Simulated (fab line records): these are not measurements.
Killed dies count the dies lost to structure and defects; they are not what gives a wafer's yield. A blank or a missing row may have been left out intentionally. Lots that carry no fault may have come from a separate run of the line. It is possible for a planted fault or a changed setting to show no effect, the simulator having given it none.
fab line records ; flow sky130
record: lots: 11; wafers: 33; last-day: 51
route steps=708 shown VIA3@587 METAL4@634 METAL5@664 PASSIVATION@693 PAD_OPEN@708
lots untouched by any fault: they come from a run of this same line in which no faults occurred
start-h: start of the lot's first displayed wafer, in hours after the record's first day ; wait-h: hours from the lot's prior step to this one ; " unchanged from the row above ; L1.1+2: a single row standing in for several wafers ; - no value, or no start was given ; * or withheld: withheld ; < > ~ a bound
route shown NAME@n: a module of which the file shows steps, and the number in the route of the first ; usual: mean/standard deviation taken from wafers without a fault ; same: alike in all rows ; chamber/n: place in a boat ; sites: each site's reading ; _std_site: the standard deviation of these ; _edge_site: mean of outer sites minus mean of inner sites ; radius-mm: for every site, how far away it sits from the centre of the wafer ; mask NAME#n: copy n ; behind: the last tool/chamber to shape the wafer ; hold: why the lot was held/for how many hours/how that ended ; device: the n, p or np transistor that did not switch ; end of line: the same wafers' tests at the end of the route ; a step with no rows: only its recipe ; killed: not the wafer's yield, but the dies lost to structure and defects at the first sort ; map: a wafer's dies, x killed, . not, _ none there
set.NAME: the run value of the setting; set.NAME@STEP: its run value at that earlier step ; model.NAME: the simulator's own value behind a step, which no gauge read
route steps across a sampled set of lots; one table per step, one row per wafer
services: when a tool's chamber went out of use (start-h, in hours from the record's first day, below 0 if earlier), for how many hours, and the reason
== steps ==
step: SKY_VIA3_ETCH_14
recipe: chemistry: N2/H2; target: BARC; ion-energy-ev: 200; source-w: 500; bias-w: 100; pressure-mtorr: 30.83; n2-flow-sccm: 100; h2-flow-sccm: 200; stop-on: SiO2; time-s: 45.9; target-depth-a: 600
usual: drypump-motor-current-A: 5.7/0.41; h2-flow-sccm: 200.0/0.65; oes-product-au: 0.854/0.0044; rf-fwd-power-W: 494.3/2.4; throttle-valve-pct: 13.017/0.0092
lot.wafer;tool;chamber;start-h;wait-h;drypump-motor-current-A;h2-flow-sccm;oes-product-au;rf-fwd-power-W;rf-hours-counter-h;throttle-valve-pct
L572.1;rie-diel-04;0;914.89;0.0;6.3;200.9;0.858;493.0;11;13.016
L572.2;rie-diel-04;3;914.89;0.0;5.5;199.4;0.850;491.3;8;13.035
L572.4;rie-diel-04;1;914.89;0.0;5.7;201.1;0.864;496.1;13;13.008
L573.1;rie-diel-02;1;936.97;0.0;4.9;200.3;0.852;493.8;19;13.020
L573.3;rie-diel-02;2;936.97;0.0;4.7;199.8;0.850;494.2;11;13.026
L573.6;rie-diel-02;3;936.97;0.0;5.5;199.5;0.853;493.9;-;13.018
L574.3;rie-diel-03;0;953.99;0.0;5.5;199.6;0.854;496.8;4;13.019
L574.4;rie-diel-03;3;953.99;0.0;6.2;200.7;0.858;489.2;18;13.022
L574.6;rie-diel-03;0;953.99;0.0;5.6;199.4;0.850;494.6;-;13.010
L575.1;rie-diel-04;2;960.77;0.0;5.9;200.0;0.841;494.8;20;13.011
L575.4;rie-diel-04;0;960.77;0.0;6.3;199.2;0.853;492.2;12;13.008
L575.5;rie-diel-04;3;960.77;0.0;5.5;199.9;0.862;493.6;-;13.029
L578.1;rie-diel-04;1;992.77;0.0;5.7;199.6;0.855;496.2;15;13.014
L578.4;rie-diel-04;3;992.77;0.0;5.5;200.0;0.857;495.5;10;13.021
L578.6;rie-diel-04;1;992.77;0.0;5.7;199.8;0.851;496.6;-;13.003
L580.2;rie-diel-04;2;993.79;0.0;5.9;200.7;0.852;495.8;21;13.018
L580.3;rie-diel-04;3;993.79;0.0;5.5;199.8;0.855;491.1;10;13.001
L580.6;rie-diel-04;1;993.79;0.0;5.7;200.0;0.851;496.1;-;13.005
L582.3;rie-diel-04;2;1000.49;0.0;5.9;199.5;0.853;495.0;21;13.008
L582.4;rie-diel-04;0;1000.49;0.0;6.3;200.5;0.854;493.1;13;13.021
L582.6;rie-diel-04;3;1000.49;0.0;5.5;200.8;0.850;491.4;-;13.012
L584.1;rie-diel-04;3;1037.34;0.0;5.5;200.7;0.843;494.2;12;13.002
L584.4;rie-diel-04;2;1037.34;0.0;5.9;200.7;0.855;494.0;22;13.021
L584.6;rie-diel-04;0;1037.34;0.0;6.3;199.7;0.855;498.3;-;13.018
L591.1;rie-diel-03;3;1058.47;0.0;6.2;200.2;0.852;488.7;21;13.019
L591.5;rie-diel-03;1;1058.47;0.0;5.9;200.5;0.859;495.2;-;13.002
L591.6;rie-diel-03;0;1058.47;0.0;5.6;199.2;0.853;495.6;-;13.013
L593.3;rie-diel-03;2;1068.17;0.0;5.7;199.8;0.863;495.3;15;13.013
L593.4;rie-diel-03;3;1068.17;0.0;6.2;198.5;0.852;490.2;21;13.022
L593.5;rie-diel-03;0;1068.17;0.0;5.5;200.2;0.858;495.0;-;13.021
L595.2;rie-diel-03;3;1084.14;0.0;6.2;200.0;0.855;492.2;22;13.009
L595.5;rie-diel-03;0;1084.14;0.0;5.5;199.7;0.863;492.0;-;13.019
L595.6;rie-diel-03;1;1084.14;0.0;5.8;200.5;0.857;490.0;-;13.042
step: SKY_METAL4_METAL_ETCH_18
recipe: target-depth-a: 8450; stop-on: SiO2; over-etch-frac: 0.3; time-s: 183.1; chemistry: Cl2/BCl3; resist-sidewall-deg: 88; pressure-mtorr: 10; icp-w: 900; bias-w: 48.5; Cl2_flow_sccm: 60; bcl3-flow-sccm: 30
usual: drypump-motor-current-A: 6.0/0.44; oes-product-au: 0.866/0.0057; rf-fwd-power-W: 897.2/2.7; throttle-valve-pct: 22.265/0.009
lot.wafer;tool;chamber;start-h;wait-h;drypump-motor-current-A;oes-product-au;rf-fwd-power-W;rf-hours-counter-h;throttle-valve-pct
L572.1;rie-metal-04;0;966.52;0.0;5.8;0.855;894.9;1;22.259
L572.2;rie-metal-04;1;966.52;0.0;6.5;0.849;895.1;3;22.267
L572.4;rie-metal-04;0;966.52;0.0;5.9;0.865;900.6;-;22.277
L573.1;rie-metal-04;0;987.67;0.0;5.8;0.875;901.4;3;22.262
L573.3;rie-metal-04;0;987.67;0.0;5.8;0.863;901.7;-;22.280
L573.6;rie-metal-04;0;987.67;0.0;5.9;0.854;897.7;-;22.270
L574.3;rie-metal-01;0;1003.70;0.1;5.9;0.858;900.1;-;22.257
L574.4;rie-metal-01;1;1003.70;0.1;5.2;0.867;900.9;-;22.271
L574.6;rie-metal-01;0;1003.70;0.1;5.9;0.863;896.7;-;22.264
L575.1;rie-metal-04;1;1010.04;0.0;6.5;0.862;896.4;6;22.277
L575.4;rie-metal-04;1;1010.04;0.0;6.5;0.874;899.0;-;22.271
L575.5;rie-metal-04;1;1010.04;0.0;6.6;0.872;893.8;-;22.265
L578.1;rie-metal-03;1;1041.35;0.0;5.7;0.873;892.4;5;22.256
L578.4;rie-metal-03;0;1041.35;0.0;6.5;0.872;897.4;-;22.280
L578.6;rie-metal-03;0;1041.35;0.0;6.5;0.869;894.1;-;22.272
L580.2;rie-metal-01;1;1042.05;0.0;5.2;0.871;899.8;11;22.275
L580.3;rie-metal-01;1;1042.05;0.0;5.2;0.873;896.5;-;22.264
L580.6;rie-metal-01;0;1042.05;0.0;5.9;0.875;898.4;-;22.266
L582.3;rie-metal-03;0;1047.80;0.1;6.5;0.858;897.2;-;22.284
L582.4;rie-metal-03;1;1047.80;0.1;5.7;0.864;895.8;-;22.267
L582.6;rie-metal-03;1;1047.80;0.1;5.7;0.873;891.9;-;22.276
L584.1;rie-metal-04;0;1082.18;0.0;5.9;0.863;895.7;9;22.248
L584.4;rie-metal-04;1;1082.18;0.0;6.5;0.861;897.3;-;22.257
L584.6;rie-metal-04;1;1082.18;0.0;6.5;0.876;898.3;-;22.250
L591.1;rie-metal-04;0;1102.24;0.0;5.9;0.869;897.6;11;22.260
L591.5;rie-metal-04;0;1102.24;0.0;5.9;0.864;899.0;-;22.280
L591.6;rie-metal-04;1;1102.24;0.0;6.5;0.868;893.3;-;22.282
L593.3;rie-metal-03;1;1112.53;0.1;5.7;0.865;900.4;-;22.273
L593.4;rie-metal-03;0;1112.53;0.1;6.5;0.869;895.6;-;22.261
L593.5;rie-metal-03;1;1112.53;0.1;5.7;0.863;894.7;-;22.267
L595.2;rie-metal-01;1;1127.54;0.0;5.2;0.874;901.7;17;22.252
L595.5;rie-metal-01;0;1127.54;0.0;5.9;0.872;895.8;-;22.265
L595.6;rie-metal-01;1;1127.54;0.0;5.2;0.867;899.7;-;22.268
step: SKY_METAL5_SPUTTER_03
recipe: material: Ti; target-thk-nm: 5; power-w: 3053; time-s: 3.3; chamber-pressure-pa: 0.4
usual: throttle-valve-pct: 29.7/1
lot.wafer;tool;chamber;start-h;wait-h;throttle-valve-pct
L572.1;pvd-sputter-02;-;992.37;0.0;30.5
L572.2;pvd-sputter-02;-;992.37;0.0;28.8
L572.4;pvd-sputter-02;-;992.37;0.0;31.0
L573.1;pvd-sputter-01;-;1013.36;0.0;28.4
L573.3;pvd-sputter-01;-;1013.36;0.0;30.3
L573.6;pvd-sputter-01;-;1013.36;0.0;28.6
L574.3;pvd-sputter-01;-;1029.35;0.0;28.3
L574.4;pvd-sputter-01;-;1029.35;0.0;28.7
L574.6;pvd-sputter-01;-;1029.35;0.0;28.5
L575.1;pvd-sputter-04;-;1035.57;0.0;29.1
L575.4;pvd-sputter-04;-;1035.57;0.0;28.4
L575.5;pvd-sputter-04;-;1035.57;0.0;29.7
L578.1;pvd-sputter-01;-;1064.20;0.0;28.6
L578.4;pvd-sputter-01;-;1064.20;0.0;31.1
L578.6;pvd-sputter-01;-;1064.20;0.0;31.4
L580.2;pvd-sputter-01;-;1065.53;0.0;30.6
L580.3;pvd-sputter-01;-;1065.53;0.0;28.4
L580.6;pvd-sputter-01;-;1065.53;0.0;28.7
L582.3;pvd-sputter-01;-;1070.97;0.0;28.5
L582.4;pvd-sputter-01;-;1070.97;0.0;28.4
L582.6;pvd-sputter-01;-;1070.97;0.0;28.5
L584.1;pvd-sputter-04;-;1105.41;0.0;29.5
L584.4;pvd-sputter-04;-;1105.41;0.0;30.3
L584.6;pvd-sputter-04;-;1105.41;0.0;29.0
L591.1;pvd-sputter-01;-;1124.47;0.0;30.2
L591.5;pvd-sputter-01;-;1124.47;0.0;31.6
L591.6;pvd-sputter-01;-;1124.47;0.0;30.4
L593.3;pvd-sputter-02;-;1135.11;0.0;30.3
L593.4;pvd-sputter-02;-;1135.11;0.0;29.1
L593.5;pvd-sputter-02;-;1135.11;0.0;31.2
L595.2;pvd-sputter-04;-;1148.84;0.0;29.6
L595.5;pvd-sputter-04;-;1148.84;0.0;28.8
L595.6;pvd-sputter-04;-;1148.84;0.0;28.4
step: SKY_PASSIVATION_STRIP_12
recipe: chemistry: O2/N2; power-w: 1400; pressure-mtorr: 1500; platen-temp-c: withheld; overash-fraction: 0.7; o2-flow-sccm: 3000; n2-flow-sccm: 300
usual: drypump-motor-current-A: 5.4/0.33; oes-product-au: 0.661/0.0044; strip-time-to-endpoint-s: 31.53/0.11
lot.wafer;tool;chamber;start-h;wait-h;drypump-motor-current-A;oes-product-au;rf-hours-counter-h;strip-time-to-endpoint-s
L572.1;plasma-asher-02;0;1040.16;0.1;5.1;0.660;55;31.59
L572.2;plasma-asher-02;1;1040.16;0.1;5.4;0.661;55;31.52
L572.4;plasma-asher-02;0;1040.16;0.1;5.1;0.662;-;31.77
L573.1;plasma-asher-02;1;1058.16;0.1;5.4;0.665;57;31.38
L573.3;plasma-asher-02;1;1058.16;0.1;5.4;0.656;-;31.53
L573.6;plasma-asher-02;1;1058.16;0.1;5.4;0.656;-;31.37
L574.3;plasma-asher-02;1;1073.24;0.1;5.4;0.666;-;31.45
L574.4;plasma-asher-02;0;1073.24;0.1;5.1;0.660;-;31.40
L574.6;plasma-asher-02;1;1073.24;0.1;5.4;0.657;-;31.44
L575.1;plasma-asher-01;0;1079.04;0.1;5.8;0.671;36;31.57
L575.4;plasma-asher-01;0;1079.04;0.1;5.8;0.662;-;31.40
L575.5;plasma-asher-01;1;1079.04;0.1;5.0;0.662;-;31.46
L578.1;plasma-asher-02;1;1106.36;0.1;5.4;0.651;62;31.54
L578.4;plasma-asher-02;0;1106.36;0.1;5.1;0.657;-;31.46
L578.6;plasma-asher-02;1;1106.36;0.1;5.4;0.666;-;31.51
L580.2;plasma-asher-01;0;1107.59;0.1;5.7;0.663;37;31.50
L580.3;plasma-asher-01;1;1107.59;0.1;5.0;0.658;-;31.49
L580.6;plasma-asher-01;0;1107.59;0.1;5.7;0.665;-;31.50
L582.3;plasma-asher-03;1;1113.32;0.1;5.9;0.664;-;31.48
L582.4;plasma-asher-03;0;1113.32;0.1;5.3;0.655;-;31.51
L582.6;plasma-asher-03;0;1113.32;0.1;5.3;0.665;-;31.44
L584.1;plasma-asher-03;1;1145.71;0.1;5.9;0.667;104;31.65
L584.4;plasma-asher-03;1;1145.71;0.1;5.9;0.659;-;31.53
L584.6;plasma-asher-03;1;1145.71;0.1;5.9;0.650;-;31.52
L591.1;plasma-asher-01;1;1163.14;0.1;4.9;0.656;43;31.49
L591.5;plasma-asher-01;0;1163.14;0.1;5.7;0.665;-;31.50
L591.6;plasma-asher-01;1;1163.14;0.1;4.9;0.656;-;31.56
L593.3;plasma-asher-01;0;1172.32;0.1;5.8;0.654;-;31.77
L593.4;plasma-asher-01;1;1172.32;0.1;5.0;0.662;-;31.77
L593.5;plasma-asher-01;0;1172.32;0.1;5.7;0.661;-;31.76
L595.2;plasma-asher-01;0;1184.79;0.1;5.7;0.658;45;31.43
L595.5;plasma-asher-01;0;1184.79;0.1;5.7;0.657;-;31.53
L595.6;plasma-asher-01;1;1184.79;0.1;4.9;0.663;-;31.32
step: SKY_PAD_OPEN_PROBE_99
usual: defect-limited-yield: 82.4/2.1; killed_at_M0_to_M3: 44/7.4; killed_at_M4_up: 3.2/2; killed-at-contacts: 24/5.1; killed-at-front-end: 15/4.8; killed-at-other: 0.2/0.46; killed-dies: 86/10; killed-open: 47/7.5; killed-short: 39/7; sort_bin_3_pad_short: 0.9/0.4; sort_bin_5_function: 10.4/1.5; sort_bin_6_memory: 6.3/1.2; sort-n-pass: 406/10; sort-yield-pct: 82.4/2.1
same: gross-dies: 492; killed-at-back-side: 0; sort_bin_4_leakage[%]: 0; sort_bin_8_speed[%]: 0
lot.wafer;tool;chamber;start-h;wait-h;defect-limited-yield[%];killed_at_M0_to_M3;killed_at_M4_up;killed-at-contacts;killed-at-front-end;killed-at-other;killed-dies;killed-open;killed-short;sort_bin_3_pad_short[%];sort_bin_5_function[%];sort_bin_6_memory[%];sort-n-pass;sort-yield-pct[%]
L582.3;prober-02;-;1135.52;0.2;78.3;63;2;24;18;0;107;37;40;1.8;14.2;5.7;385;78.3
L582.4;prober-02;-;1135.57;0.2;78.7;68;0;19;17;1;105;49;28;0.6;14.0;6.7;387;78.7
L582.6;prober-02;-;1135.67;0.2;79.1;63;5;26;9;0;103;34;49;1.8;12.6;6.5;389;79.1
L584.1;prober-01;-;1166.98;0.1;77.2;64;5;31;12;0;112;44;50;1.8;12.0;8.9;380;77.2
L584.4;prober-01;-;1167.13;0.2;82.9;57;1;17;9;0;84;36;21;1.6;10.4;5.1;408;82.9
L584.6;prober-01;-;1167.23;0.2;78.5;75;3;14;13;1;106;42;31;2.2;12.0;7.3;386;78.5
L591.1;prober-02;-;1182.77;0.1;81.3;51;4;25;11;1;92;48;44;0.8;10.2;7.7;400;81.3
L591.5;prober-02;-;1182.97;0.2;82.9;45;3;23;13;0;84;48;36;1.4;10.0;5.7;408;82.9
L591.6;prober-02;-;1183.02;0.2;81.9;48;0;27;14;0;89;50;39;0.6;11.2;6.3;403;81.9
L593.3;prober-02;-;1191.42;0.2;80.3;46;1;25;25;0;97;51;46;0.6;14.0;5.1;395;80.3
L593.4;prober-02;-;1191.47;0.2;83.1;42;0;22;19;0;83;45;38;0.6;10.6;5.7;409;83.1
L593.5;prober-02;-;1191.52;0.2;80.5;43;3;28;22;0;96;46;50;1.0;10.0;8.5;396;80.5
killed by level:class
L582.3 VIA3:unspecified=30 CONTACT:geometric-particle:open=11 FIELD_ISO:geometric-particle:short=7 METAL2:geometric-particle:short=7 VIA1:geometric-particle:open=6 VIA3:geometric-particle:open=5 FIELD_ISO:geometric-particle:open=4 LOCAL_INTERCONNECT:geometric-particle:short=4
L582.4 VIA3:unspecified=28 LI_CONTACT:geometric-particle:open=11 VIA3:geometric-particle:open=8 VIA1:geometric-particle:open=7 METAL2:geometric-particle:short=7 VIA2:geometric-particle:open=6 POLY_GATE:geometric-particle:open=5 FIELD_ISO:geometric-particle:short=4
L582.6 VIA3:unspecified=20 VIA1:geometric-particle:open=9 CONTACT:geometric-particle:short=8 VIA1:geometric-particle:short=8 CONTACT:geometric-particle:open=7 METAL2:geometric-particle:short=6 VIA2:geometric-particle:short=5 METAL1:geometric-particle:short=4
L584.1 VIA3:unspecified=18 VIA1:geometric-particle:open=12 LI_CONTACT:geometric-particle:open=10 VIA1:geometric-particle:short=10 CONTACT:geometric-particle:short=7 CONTACT:geometric-particle:open=7 METAL2:geometric-particle:short=5 VIA3:geometric-particle:short=5
L584.4 VIA3:unspecified=24 VIA1:geometric-particle:open=14 LI_CONTACT:geometric-particle:open=6 CONTACT:geometric-particle:open=5 LOCAL_INTERCONNECT:geometric-particle:short=4 METAL1:geometric-particle:short=4 FIELD_ISO:geometric-particle:open=3 METAL2:geometric-particle:short=3
L584.6 VIA3:unspecified=33 VIA1:geometric-particle:open=13 CONTACT:geometric-particle:open=7 VIA3:geometric-particle:open=6 VIA1:geometric-particle:short=4 METAL1:geometric-particle:short=4 VIA2:geometric-particle:short=4 FIELD_ISO:geometric-particle:short=3
L591.1 VIA1:geometric-particle:open=11 CONTACT:geometric-particle:open=10 VIA1:geometric-particle:short=8 LOCAL_INTERCONNECT:geometric-particle:short=7 METAL2:geometric-particle:short=7 POLY_GATE:geometric-particle:open=6 VIA2:geometric-particle:open=6 VIA3:geometric-particle:open=6
L591.5 VIA1:geometric-particle:open=11 LI_CONTACT:geometric-particle:open=9 CONTACT:geometric-particle:open=8 VIA2:geometric-particle:open=7 METAL1:geometric-particle:short=6 POLY_GATE:geometric-particle:short=5 METAL2:geometric-particle:short=5 VIA3:geometric-particle:open=5
L591.6 VIA1:geometric-particle:open=13 CONTACT:geometric-particle:open=11 METAL2:geometric-particle:short=6 METAL3:geometric-particle:short=6 LI_CONTACT:geometric-particle:open=5 LI_CONTACT:geometric-particle:short=5 VIA2:geometric-particle:open=5 VIA3:geometric-particle:open=5
L593.3 CONTACT:geometric-particle:open=14 VIA1:geometric-particle:open=9 VIA3:geometric-particle:open=9 METAL1:geometric-particle:short=8 METAL2:geometric-particle:short=7 FIELD_ISO:geometric-particle:short=5 FIELD_ISO:geometric-particle:open=5 POLY_GATE:geometric-particle:short=5
L593.4 VIA1:geometric-particle:open=12 CONTACT:geometric-particle:open=7 FIELD_ISO:geometric-particle:short=5 METAL1:geometric-particle:short=5 LI_CONTACT:geometric-particle:open=5 METAL2:geometric-particle:short=5 VIA2:geometric-particle:open=5 FIELD_ISO:geometric-particle:open=4
L593.5 FIELD_ISO:geometric-particle:short=9 LOCAL_INTERCONNECT:geometric-particle:short=9 CONTACT:geometric-particle:open=9 VIA1:geometric-particle:open=8 METAL3:geometric-particle:short=7 CONTACT:geometric-particle:short=6 FIELD_ISO:geometric-particle:open=5 VIA3:geometric-particle:open=5
== services ==
tool;chamber;start-h;hours;kind
rie-diel-04;3;892.76;15.7;repair
rie-diel-03;1;893.40;3.9;repair
rie-metal-03;0;904.62;22.3;repair
rie-metal-03;1;914.71;3.7;repair
plasma-asher-02;-;959.04;2.8;pm
plasma-asher-02;-;961.79;28.1;pm
rie-diel-03;0;968.14;4.5;repair
rie-diel-03;2;971.56;6.0;repair
rie-diel-03;-;992.80;14.6;pm
rie-diel-04;2;994.08;6.2;repair
pvd-sputter-04;-;1017.32;0.9;repair
plasma-asher-02;-;1020.99;14.6;pm
rie-metal-01;1;1047.91;1.8;repair
pvd-sputter-04;-;1060.28;27.0;repair
rie-diel-04;0;1075.78;6.2;repair
rie-diel-03;2;1083.86;6.2;repair
plasma-asher-01;-;1088.18;14.6;pm
rie-diel-03;0;1089.61;4.8;repair
rie-metal-04;-;1096.20;4.3;pm
plasma-asher-01;-;1108.76;0.9;repair
rie-diel-03;-;1121.58;0.9;repair
rie-diel-04;0;1160.60;6.8;repair
rie-diel-04;3;1163.93;3.5;repair
plasma-asher-01;-;1179.68;2.8;pm
== key ==
first-sign: step: SKY_PAD_OPEN_PROBE_99; reading: killed_at_M0_to_M3; direction: up; sigmas: 2.8; usual: 44; struck: 65
effect: step: SKY_PAD_OPEN_PROBE_99; reading: sort_bin_3_pad_short; direction: up; sigmas: 2; usual: 0.9; struck: 1.7; wafers-moved: 3
met-at SKY_VIA3_ETCH_14
struck-lots L582,L584
not-acting-at SKY_METAL4_METAL_ETCH_18,SKY_METAL5_SPUTTER_03,SKY_PASSIVATION_STRIP_12
onset-between 993.79 1000.49
fault: kind: chamber-particle-source; tool: rie-diel-04; chamber: -; onset-h: 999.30; steps: SKY_VIA3_ETCH_14; rate-per-visit-cm2: 0.7302; end-h: 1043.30
